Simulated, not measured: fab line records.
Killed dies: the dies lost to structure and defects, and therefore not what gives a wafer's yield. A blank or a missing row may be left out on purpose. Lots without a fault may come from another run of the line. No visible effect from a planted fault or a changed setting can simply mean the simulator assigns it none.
fab line records + flow gf180mcu
[record]
- lots = 12
- wafers = 36
- lastDay = 34
route steps=602 shown CONTACT@299 M1@319
lots with no fault: from the same line, run without faults
startH: start of the lot's first displayed wafer, in hours after the record's first day + waitH: hours elapsed since this lot's preceding step + " as in the row above + L1.1+2: several wafers, shown together as one row + - value missing, or start not given + * or withheld: withheld + < > ~ a bound
route shown NAME@n: names a module that has steps shown in the file, with the first one's number in the route + usual: average and standard deviation across the fault-free wafers + same: alike in all rows + chamber/n: place in a boat + sites: each site's reading + _std_site: the standard deviation of these + _edge_site: the outer-site mean with the inner-site mean subtracted + radiusMm: how far each site lies from the wafer's centre + mask NAME#n: copy n + behind: tool/chamber where the wafer was last shaped + hold: cause of the lot's hold/its duration in hours/its outcome + device: which transistor (n, p or np) failed to switch + end of line: tests of these same wafers at the route's end + step lacking rows: just its recipe + killed: at the first sort, the dies lost to defects and structure; wafer yield is something else + map: the dies of a wafer, with x for killed, . for not killed, _ for no die there
set.NAME: the setting as run; set.NAME@STEP: as run at that earlier step + model.NAME: the simulator's own value behind a step, which no gauge read
a sample of lots followed through the steps of the route, with each step as a table and each wafer as a row
services: the hour from which a tool's chamber was out of use, counted from the record's first day as startH (under 0 if before that day), plus the number of hours and why
[[steps]]
[step GF_CONTACT_PEB_12]
[recipe]
- pebTempC = 135
- pebTimeS = 92.36
- resist = KrF
[usual]
- chillPlateTempC = 23.00/0.11
- plateSensorTCentreC = 136.13/0.011
- plateSensorTEdgeC = 136.29/0.01
| lot.wafer | tool          | chamber | startH | waitH | chillPlateTempC | plateSensorTCentreC | plateSensorTEdgeC |
|-----------|---------------|---------|--------|-------|-----------------|---------------------|-------------------|
| L221.3    | lithoTrack-01 | 0       | -      | -     | 23.01           | 136.12              | 136.3             |
| L221.5    | "             | 0       | "      | "     | 23.19           | 136.11              | 136.27            |
| L221.6    | "             | 0       | "      | "     | 23.14           | 136.12              | 136.29            |
| L222.3    | lithoTrack-04 | 0       | -      | -     | 23.18           | 136.14              | 136.32            |
| L222.4    | "             | 0       | "      | "     | 23.24           | 136.13              | 136.28            |
| L222.6    | "             | 0       | "      | "     | 23.01           | 136.13              | 136.31            |
| L228.1    | lithoTrack-01 | 0       | -      | -     | 22.97           | 136.13              | 136.29            |
| L228.3    | "             | 0       | "      | "     | 22.77           | 136.13              | 136.3             |
| L228.6    | "             | 0       | "      | "     | 22.87           | 136.13              | 136.29            |
| L231.1    | lithoTrack-01 | 0       | -      | -     | 22.95           | 136.13              | 136.3             |
| L231.5    | "             | 0       | "      | "     | 23.00           | 136.13              | 136.31            |
| L231.6    | "             | 0       | "      | "     | 23.03           | 136.15              | 136.28            |
| L234.3    | lithoTrack-02 | 0       | -      | -     | 23.07           | 136.12              | 136.31            |
| L234.4    | "             | 0       | "      | "     | 22.99           | 136.13              | 136.29            |
| L234.6    | "             | 0       | "      | "     | 22.94           | 136.12              | 136.27            |
| L233.3    | lithoTrack-01 | 0       | -      | -     | 23.04           | 136.13              | 136.28            |
| L233.4    | "             | 0       | "      | "     | 23.09           | 136.13              | 136.29            |
| L233.5    | "             | 0       | "      | "     | 23.12           | 136.14              | 136.3             |
| L235.4    | lithoTrack-01 | 0       | -      | -     | 23.11           | 136.13              | 136.3             |
| L235.5    | "             | 0       | "      | "     | 23.15           | 136.12              | 136.3             |
| L235.6    | "             | 0       | "      | "     | 23.20           | 136.11              | 136.29            |
| L237.3    | lithoTrack-01 | 0       | -      | -     | 23.09           | 136.12              | 136.28            |
| L237.5    | "             | 0       | "      | "     | 23.17           | 136.13              | 136.3             |
| L237.6    | "             | 0       | "      | "     | 23.03           | 136.13              | 136.31            |
| L236.2    | lithoTrack-01 | 0       | -      | -     | 23.20           | 136.14              | 136.32            |
| L236.3    | "             | 0       | "      | "     | 23.22           | 136.11              | 136.29            |
| L236.4    | "             | 0       | "      | "     | 23.17           | 136.14              | 136.29            |
| L238.1    | lithoTrack-04 | 0       | -      | -     | 23.02           | 136.13              | 136.29            |
| L238.2    | "             | 0       | "      | "     | 23.10           | 136.14              | 136.29            |
| L238.4    | "             | 0       | "      | "     | 23.13           | 136.13              | 136.28            |
| L239.2    | lithoTrack-04 | 0       | -      | -     | 22.97           | 136.13              | 136.27            |
| L239.4    | "             | 0       | "      | "     | 22.94           | 136.12              | 136.28            |
| L239.6    | "             | 0       | "      | "     | 22.97           | 136.13              | 136.3             |
| L240.3    | lithoTrack-04 | 0       | -      | -     | 22.89           | 136.13              | 136.29            |
| L240.4    | "             | 0       | "      | "     | 23.04           | 136.12              | 136.31            |
| L240.5    | "             | 0       | "      | "     | 22.96           | 136.1               | 136.3             |
[step GF_CONTACT_SPUTTER_22]
[recipe]
- material = Ti
- targetThkNm = 15
- chamberPressurePa = 5
- powerW = 2500
- substrateTempC = 200
- timeS = 80.02
[usual]
- cathodeDcPowerW = 2500.0/0.43
- substrateTempC = 200.00/0.17
- throttleValvePct = 29.8/1.1
| lot.wafer | tool          | chamber | startH | waitH | cathodeDcPowerW | substrateTempC | throttleValvePct |
|-----------|---------------|---------|--------|-------|-----------------|----------------|------------------|
| L221.3    | pvdSputter-02 | -       | 374.19 | 0.0   | 2499.8          | 199.95         | 28.2             |
| L221.5    | "             | -       | "      | "     | 2500.1          | 199.91         | 30.3             |
| L221.6    | "             | -       | "      | "     | 2500.8          | 199.92         | 28.7             |
| L222.3    | pvdSputter-04 | -       | 380.62 | 0.0   | 2500.5          | 199.76         | 28.6             |
| L222.4    | "             | -       | "      | "     | 2499.9          | 199.83         | 30.2             |
| L222.6    | "             | -       | "      | "     | 2501.0          | 200.33         | 31.0             |
| L228.1    | pvdSputter-04 | -       | 458.64 | 0.0   | 2500.7          | 200.25         | 31.4             |
| L228.3    | "             | -       | "      | "     | 2500.1          | 199.87         | 28.7             |
| L228.6    | "             | -       | "      | "     | 2499.9          | 200.16         | 31.2             |
| L231.1    | pvdSputter-04 | -       | 478.70 | 0.0   | 2500.0          | 200.07         | 31.9             |
| L231.5    | "             | -       | "      | "     | 2500.3          | 200.07         | 31.5             |
| L231.6    | "             | -       | "      | "     | 2500.0          | 200.08         | 28.6             |
| L234.3    | pvdSputter-02 | -       | 493.69 | 0.0   | 2500.0          | 200.06         | 30.3             |
| L234.4    | "             | -       | "      | "     | 2499.6          | 200.40         | 29.5             |
| L234.6    | "             | -       | "      | "     | 2500.4          | 200.38         | 30.4             |
| L233.3    | pvdSputter-02 | -       | 500.40 | 0.0   | 2499.8          | 199.99         | 28.1             |
| L233.4    | "             | -       | "      | "     | 2500.1          | 199.64         | 29.8             |
| L233.5    | "             | -       | "      | "     | 2499.5          | 200.00         | 28.4             |
| L235.4    | pvdSputter-03 | -       | 505.71 | 0.0   | 2499.7          | 200.02         | 28.2             |
| L235.5    | "             | -       | "      | "     | 2499.9          | 200.53         | 29.7             |
| L235.6    | "             | -       | "      | "     | 2500.5          | 199.83         | 30.4             |
| L237.3    | pvdSputter-02 | -       | 518.94 | 0.0   | 2500.2          | 200.09         | 30.4             |
| L237.5    | "             | -       | "      | "     | 2500.8          | 200.15         | 30.2             |
| L237.6    | "             | -       | "      | "     | 2499.0          | 199.87         | 28.3             |
| L236.2    | pvdSputter-03 | -       | 520.65 | 0.0   | 2500.7          | 200.05         | 28.1             |
| L236.3    | "             | -       | "      | "     | 2499.7          | 199.92         | 29.9             |
| L236.4    | "             | -       | "      | "     | 2500.2          | 199.53         | 30.6             |
| L238.1    | pvdSputter-02 | -       | 537.59 | 0.0   | 2499.4          | 200.03         | 28.8             |
| L238.2    | "             | -       | "      | "     | 2500.2          | 199.62         | 30.2             |
| L238.4    | "             | -       | "      | "     | 2500.2          | 199.89         | 28.2             |
| L239.2    | pvdSputter-02 | -       | 540.28 | 0.0   | 2499.8          | 200.12         | 30.4             |
| L239.4    | "             | -       | "      | "     | 2499.7          | 200.03         | 28.3             |
| L239.6    | "             | -       | "      | "     | 2499.7          | 199.93         | 28.0             |
| L240.3    | pvdSputter-04 | -       | 542.69 | 0.0   | 2500.1          | 200.01         | 28.5             |
| L240.4    | "             | -       | "      | "     | 2499.4          | 200.25         | 31.2             |
| L240.5    | "             | -       | "      | "     | 2500.0          | 200.42         | 31.2             |
[step GF_M1_SPUTTER_04]
[recipe]
- material = TiN
- targetThkNm = 50
- powerW = 6500
- timeS = 41.7
- chamberPressurePa = 0.4
[usual]
- cathodeDcPowerW = 6500.0/1.2
- throttleValvePct = 29.6/1.2
| lot.wafer | tool          | chamber | startH | waitH | cathodeDcPowerW | throttleValvePct |
|-----------|---------------|---------|--------|-------|-----------------|------------------|
| L221.3    | pvdSputter-01 | -       | 375.05 | 0.0   | 6501.5          | 29.3             |
| L221.5    | "             | -       | "      | "     | 6500.5          | 29.2             |
| L221.6    | "             | -       | "      | "     | 6501.8          | 30.5             |
| L222.3    | pvdSputter-01 | -       | 381.48 | 0.0   | 4931.3          | 30.4             |
| L222.4    | "             | -       | "      | "     | 6499.6          | 29.2             |
| L222.6    | "             | -       | "      | "     | 6498.7          | 28.7             |
| L228.1    | pvdSputter-01 | -       | 459.50 | 0.0   | 6499.4          | 28.8             |
| L228.3    | "             | -       | "      | "     | 6500.6          | 27.6             |
| L228.6    | "             | -       | "      | "     | 6500.0          | 29.2             |
| L231.1    | pvdSputter-02 | -       | 479.56 | 0.0   | 6499.5          | 29.7             |
| L231.5    | "             | -       | "      | "     | 6500.8          | 28.6             |
| L231.6    | "             | -       | "      | "     | 6500.1          | 28.3             |
| L234.3    | pvdSputter-02 | -       | 494.55 | 0.0   | 6499.1          | 28.8             |
| L234.4    | "             | -       | "      | "     | 6499.6          | 30.1             |
| L234.6    | "             | -       | "      | "     | 6500.3          | 29.8             |
| L233.3    | pvdSputter-04 | -       | 501.28 | 0.0   | 6501.3          | 28.7             |
| L233.4    | "             | -       | "      | "     | 6499.6          | 30.1             |
| L233.5    | "             | -       | "      | "     | 6501.3          | 31.9             |
| L235.4    | pvdSputter-01 | -       | 506.57 | 0.0   | 6500.0          | 27.2             |
| L235.5    | "             | -       | "      | "     | 6500.0          | 28.8             |
| L235.6    | "             | -       | "      | "     | 6501.0          | 27.6             |
| L237.3    | pvdSputter-01 | -       | 519.80 | 0.0   | 6500.8          | 29.2             |
| L237.5    | "             | -       | "      | "     | 6500.6          | 30.1             |
| L237.6    | "             | -       | "      | "     | 6498.9          | 27.5             |
| L236.2    | pvdSputter-04 | -       | 521.51 | 0.0   | 6499.3          | 31.1             |
| L236.3    | "             | -       | "      | "     | 6499.1          | 31.8             |
| L236.4    | "             | -       | "      | "     | 6501.7          | 28.4             |
| L238.1    | pvdSputter-04 | -       | 538.46 | 0.0   | 6499.7          | 31.0             |
| L238.2    | "             | -       | "      | "     | 6500.5          | 28.6             |
| L238.4    | "             | -       | "      | "     | 6499.4          | 30.1             |
| L239.2    | pvdSputter-04 | -       | 541.14 | 0.0   | 6500.5          | 31.9             |
| L239.4    | "             | -       | "      | "     | 6498.9          | 31.2             |
| L239.6    | "             | -       | "      | "     | 6498.6          | 29.9             |
| L240.3    | pvdSputter-01 | -       | 543.55 | 0.0   | 6497.4          | 30.3             |
| L240.4    | "             | -       | "      | "     | 6499.2          | 29.3             |
| L240.5    | "             | -       | "      | "     | 6501.0          | 29.0             |
[step GF_M1_THK_MEAS_06]
[recipe]
- thkMeasGauge = xrf
- reads = AlCu_of_M1_SPUTTER_02
[usual]
- M1_ALCU_THK = 448/4.3
| lot.wafer | tool         | chamber | startH | waitH | M1_ALCU_THK[nm] |
|-----------|--------------|---------|--------|-------|-----------------|
| L221.3    | filmMetro-01 | -       | 375.23 | 0.1   | 445             |
| L221.5    | "            | -       | "      | "     | 446             |
| L221.6    | "            | -       | "      | "     | 450             |
| L222.3    | filmMetro-01 | -       | 381.66 | 0.1   | 464             |
| L222.4    | "            | -       | "      | "     | 448             |
| L222.6    | "            | -       | "      | "     | 448             |
| L228.1    | filmMetro-03 | -       | 459.66 | 0.1   | 448             |
| L228.3    | "            | -       | "      | "     | 448             |
| L228.6    | "            | -       | "      | "     | 444             |
| L231.1    | filmMetro-01 | -       | 479.72 | 0.1   | 453             |
| L231.5    | "            | -       | "      | "     | 446             |
| L231.6    | "            | -       | "      | "     | 447             |
| L234.3    | filmMetro-01 | -       | 494.73 | 0.1   | 455             |
| L234.4    | "            | -       | "      | "     | 452             |
| L234.6    | "            | -       | "      | "     | 454             |
| L233.3    | filmMetro-03 | -       | 501.46 | 0.1   | 445             |
| L233.4    | "            | -       | "      | "     | 446             |
| L233.5    | "            | -       | "      | "     | 448             |
| L235.4    | filmMetro-03 | -       | 506.76 | 0.1   | 441             |
| L235.5    | "            | -       | "      | "     | 445             |
| L235.6    | "            | -       | "      | "     | 442             |
| L237.3    | filmMetro-04 | -       | 519.98 | 0.1   | 451             |
| L237.5    | "            | -       | "      | "     | 458             |
| L237.6    | "            | -       | "      | "     | 454             |
| L236.2    | filmMetro-01 | -       | 521.68 | 0.1   | 454             |
| L236.3    | "            | -       | "      | "     | 452             |
| L236.4    | "            | -       | "      | "     | 447             |
| L238.1    | filmMetro-01 | -       | 538.62 | 0.1   | 456             |
| L238.2    | "            | -       | "      | "     | 454             |
| L238.4    | "            | -       | "      | "     | 458             |
| L239.2    | filmMetro-04 | -       | 541.31 | 0.1   | 449             |
| L239.4    | "            | -       | "      | "     | 448             |
| L239.6    | "            | -       | "      | "     | 446             |
| L240.3    | filmMetro-04 | -       | 543.73 | 0.1   | 450             |
| L240.4    | "            | -       | "      | "     | 449             |
| L240.5    | "            | -       | "      | "     | 450             |
[step GF_M1_OVL_MEAS_15]
[usual]
- M1_OVL = -7/5.6
| lot.wafer | tool       | chamber | startH | waitH | M1_OVL[nm] |
|-----------|------------|---------|--------|-------|------------|
| L221.3    | overlay-01 | -       | 398.90 | 0.1   | -8         |
| L221.5    | "          | -       | "      | "     | -10        |
| L221.6    | "          | -       | "      | "     | -1         |
| L222.3    | overlay-01 | -       | 404.55 | 0.1   | -4         |
| L222.4    | "          | -       | "      | "     | -10        |
| L222.6    | "          | -       | "      | "     | -6         |
| L228.1    | overlay-01 | -       | 483.49 | 0.1   | -6         |
| L228.3    | "          | -       | "      | "     | -11        |
| L228.6    | "          | -       | "      | "     | -6         |
| L231.1    | overlay-02 | -       | 503.67 | 0.1   | -18        |
| L231.5    | "          | -       | "      | "     | -21        |
| L231.6    | "          | -       | "      | "     | -9         |
| L234.3    | overlay-01 | -       | 517.85 | 0.1   | -11        |
| L234.4    | "          | -       | "      | "     | -10        |
| L234.6    | "          | -       | "      | "     | -3         |
| L233.3    | overlay-02 | -       | 524.73 | 0.1   | -3         |
| L233.4    | "          | -       | "      | "     | -9         |
| L233.5    | "          | -       | "      | "     | -5         |
| L235.4    | overlay-02 | -       | 529.21 | 0.1   | 7          |
| L235.5    | "          | -       | "      | "     | 12         |
| L235.6    | "          | -       | "      | "     | 7          |
| L237.3    | overlay-02 | -       | 543.15 | 0.1   | -5         |
| L237.5    | "          | -       | "      | "     | -7         |
| L237.6    | "          | -       | "      | "     | -8         |
| L236.2    | overlay-02 | -       | 544.65 | 0.1   | -9         |
| L236.3    | "          | -       | "      | "     | -8         |
| L236.4    | "          | -       | "      | "     | -3         |
| L238.1    | overlay-01 | -       | 561.22 | 0.1   | -9         |
| L238.2    | "          | -       | "      | "     | -6         |
| L238.4    | "          | -       | "      | "     | -6         |
| L239.2    | overlay-01 | -       | 563.27 | 0.1   | -3         |
| L239.4    | "          | -       | "      | "     | -11        |
| L239.6    | "          | -       | "      | "     | 0          |
| L240.3    | overlay-01 | -       | 565.30 | 0.1   | 1          |
| L240.4    | "          | -       | "      | "     | -9         |
| L240.5    | "          | -       | "      | "     | -2         |
[[services]]
| tool          | chamber | startH | hours | kind                  |
|---------------|---------|--------|-------|-----------------------|
| pvdSputter-04 | -       | 349.70 | 9.8   | repair                |
| pvdSputter-02 | 1       | 370.50 | -     | consumableReplace:kit |
| pvdSputter-02 | 1       | 370.50 | 18.0  | scheduledDown         |
| pvdSputter-02 | 1       | 370.50 | 18.0  | ventCycle             |
| pvdSputter-04 | -       | 393.93 | 2.9   | repair                |
| pvdSputter-04 | 0       | 428.40 | -     | consumableReplace:kit |
| pvdSputter-04 | 0       | 428.40 | 18.0  | scheduledDown         |
| pvdSputter-04 | 0       | 428.40 | 18.0  | ventCycle             |
| pvdSputter-04 | -       | 434.80 | 4.6   | repair                |
| pvdSputter-01 | -       | 451.92 | 1.4   | repair                |
| pvdSputter-04 | -       | 459.30 | 3.5   | repair                |
| pvdSputter-01 | 0       | 522.93 | -     | consumableReplace:kit |
| pvdSputter-01 | 0       | 522.93 | 18.0  | scheduledDown         |
| pvdSputter-01 | 0       | 522.93 | 18.0  | ventCycle             |
[[key]]
[firstSign]
- step = GF_M1_SPUTTER_04
- reading = cathodeDcPowerW
- direction = down
- sigmas = 99+
- usual = 6500.0
- struck = 4931.3
[effect]
- step = GF_M1_THK_MEAS_06
- reading = M1_ALCU_THK
- direction = up
- sigmas = 3.7
- usual = 448
- struck = 464
metAt GF_M1_SPUTTER_04
struckLots L222
struckWafers L222.3
notActingAt GF_CONTACT_PEB_12,GF_CONTACT_SPUTTER_22,GF_M1_OVL_MEAS_15
onsetBetween 375.05 381.48
[fault]
- kind = processParameterDrift
- tool = pvdSputter-01
- chamber = -
- onsetH = 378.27
- steps = GF_M1_SPUTTER_04
- channel = powerW
- offset = -1569
- shape = step
- endH = 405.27
- actsIn = theseRecipesOnly
- stated = 6500
- scope = struckWafersOnly
